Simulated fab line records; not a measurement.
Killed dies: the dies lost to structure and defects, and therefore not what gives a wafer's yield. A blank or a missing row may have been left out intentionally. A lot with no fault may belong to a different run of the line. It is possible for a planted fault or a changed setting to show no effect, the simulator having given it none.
A struck lot beside a sound one + flow sky130 + 16 out of 708 route steps
Sound: wafers L875.2, L875.3, L875.6. Wafers L865.2, L865.3, L865.6 were the ones struck. The cause is named last.
Order at every step that has rows: each side's tool, ch and its chambers, its first start. Under that, the readings that differ: sound wafers + struck wafers + difference of the means + sigmas: that difference in standard deviations of wafers without a fault.
alike: same words and numbers on both sides, and readings whose means sit less than 2 such deviations apart. not compared: any withheld reading, any reading some wafer has no value for, any bound like >300 that may hide the same value, and any number with overlapping values for which the record gives no deviation.
A row with sigmas, a row that says differs or no value, or rows on one side alone: a step with any of these is where the two part. Numbers that don't overlap but have no deviation are shown without sigmas and don't part them. A reading missing from all wafers of one side parts the sides only when that side holds two or more wafers.

first, 2 steps without rows for these wafers: SKY_METAL3_PEB_11; SKY_METAL3_DEVELOP_12 (develop time 60 s).
SKY_METAL3_CD_MEAS_13: target cd 300 nm.
  sound on cd_sem-01 at day 45 00:28; struck on cd_sem-02 at day 42 03:13
  alike: cd_nm
SKY_METAL3_OVL_MEAS_14:
  sound on overlay-01 at day 45 00:35; struck on overlay-02 at day 42 03:20
  alike: METAL3_OVL
SKY_METAL3_DESCUM_15: chemistry O2, time 8 s.
  sound on rie_metal-02 ch 0,1, day 45 00:37; struck on rie_metal-01 ch 0,1, day 42 03:22
  alike: drypump_motor_current_A, oes_product_au
  not compared: rf_hours_counter_h
SKY_METAL3_ETCH_16: etches BARC in N2/H2, stops on SiO2, time 88.2 s, target depth 60 nm.
  sound on rie_metal-02 ch 0,1, day 45 00:38; struck on rie_metal-01 ch 0,1, day 42 03:23
  alike: drypump_motor_current_A, oes_product_au, throttle_valve_pct
  not compared: rf_hours_counter_h
SKY_METAL3_ETCH_17: etches SiO2 in C4F8/O2/Ar, stops on TiN, time 3.9 s, target depth 15 nm.
  sound on rie_diel-01 ch 0,2, day 45 00:44; struck on rie_diel-02 ch 2,3, day 42 03:29
  alike: oes_product_au
  not compared: rf_hours_counter_h
SKY_METAL3_METAL_ETCH_18: etches the open film in Cl2/BCl3, stops on SiO2, target depth 845 nm, time 183.1 s.
  sound on rie_metal-01 ch 1, day 45 00:45; struck on rie_metal-04 ch 0,1, day 42 03:30
| reading                     | sound       | struck      | difference | sigmas |
|-----------------------------|-------------|-------------|------------|--------|
| drypump_motor_current_A (A) | 6.5 6.5 6.5 | 6.1 5.0 5.0 | -1.1       | -2     |
  alike: oes_product_au, throttle_valve_pct
  not compared: rf_hours_counter_h
SKY_METAL3_STRIP_19: strips in O2/N2.
  sound on plasma_asher-04 ch 0, day 45 00:56; struck on plasma_asher-01 ch 0, day 42 03:41
| reading                     | sound       | struck      | difference | sigmas |
|-----------------------------|-------------|-------------|------------|--------|
| drypump_motor_current_A (A) | 4.7 4.7 4.7 | 5.7 5.7 5.7 | +1.0       | +2     |
  alike: oes_product_au, strip_time_to_endpoint_s
  not compared: rf_hours_counter_h
then, 3 steps without rows for these wafers: SKY_METAL3_STRIP_20 (strips in post etch residue remover, time 1200 s); SKY_METAL3_CLEAN_21 (cleans in IPA, time 180 s); SKY_METAL3_CLEAN_22 (cleans in O3/DIW).
SKY_VIA3_HDPCVD_00: deposits SiO2, target thk 1635 nm, time 272.5 s.
  sound on hdpcvd-01 ch 0,1,2, day 45 01:31; struck on hdpcvd-01 ch 0,2, day 42 04:17
| reading                                  | sound             | struck            | difference | sigmas |
|------------------------------------------|-------------------|-------------------|------------|--------|
| sih4_flow_sccm (sccm)                    | 59.77 59.38 59.90 | 47.83 48.13 47.82 | -11.76     | -62    |
| model.SiO2_of_VIA3_HDPCVD_00.thk_nm (nm) | 1650 1671 1651    | 1323 1349 1328    | -324       |        |
SKY_VIA3_THK_MEAS_01:
  sound on film_metro-02 at day 45 01:42; struck on film_metro-04 at day 42 04:28
| reading              | sound          | struck         | difference | sigmas |
|----------------------|----------------|----------------|------------|--------|
| VIA3_HDPCVD_THK (nm) | 1650 1670 1651 | 1324 1350 1327 | -323       | -19    |
then, 1 step without rows for these wafers: SKY_VIA3_CMP_02 (polishes SiO2).
-- the record jumps here: 7 days lie between the struck wafers' starts before and after (it left off in module VIA3 and takes up again in module PAD_OPEN, whose first step shown is number 708 of the route) --
SKY_PAD_OPEN_PROBE_99:
  sound on prober-01 at day 50 20:11; struck on prober-02 at day 48 16:46
  alike: defect_limited_yield, killed_at_M0_to_M3, killed_at_M4_up, killed_at_contacts, killed_at_front_end, killed_at_other, killed_dies, killed_open, killed_short, sort_bin_3_pad_short, sort_bin_5_function, sort_bin_6_memory, sort_n_pass, sort_yield_pct

## WHERE THEY PART
Last at SKY_VIA3_THK_MEAS_01 as far as this record goes, first at SKY_METAL3_METAL_ETCH_18. Later steps at which nothing parts them and some readings are alike: SKY_PAD_OPEN_PROBE_99.

WHY: the cause the simulator had injected
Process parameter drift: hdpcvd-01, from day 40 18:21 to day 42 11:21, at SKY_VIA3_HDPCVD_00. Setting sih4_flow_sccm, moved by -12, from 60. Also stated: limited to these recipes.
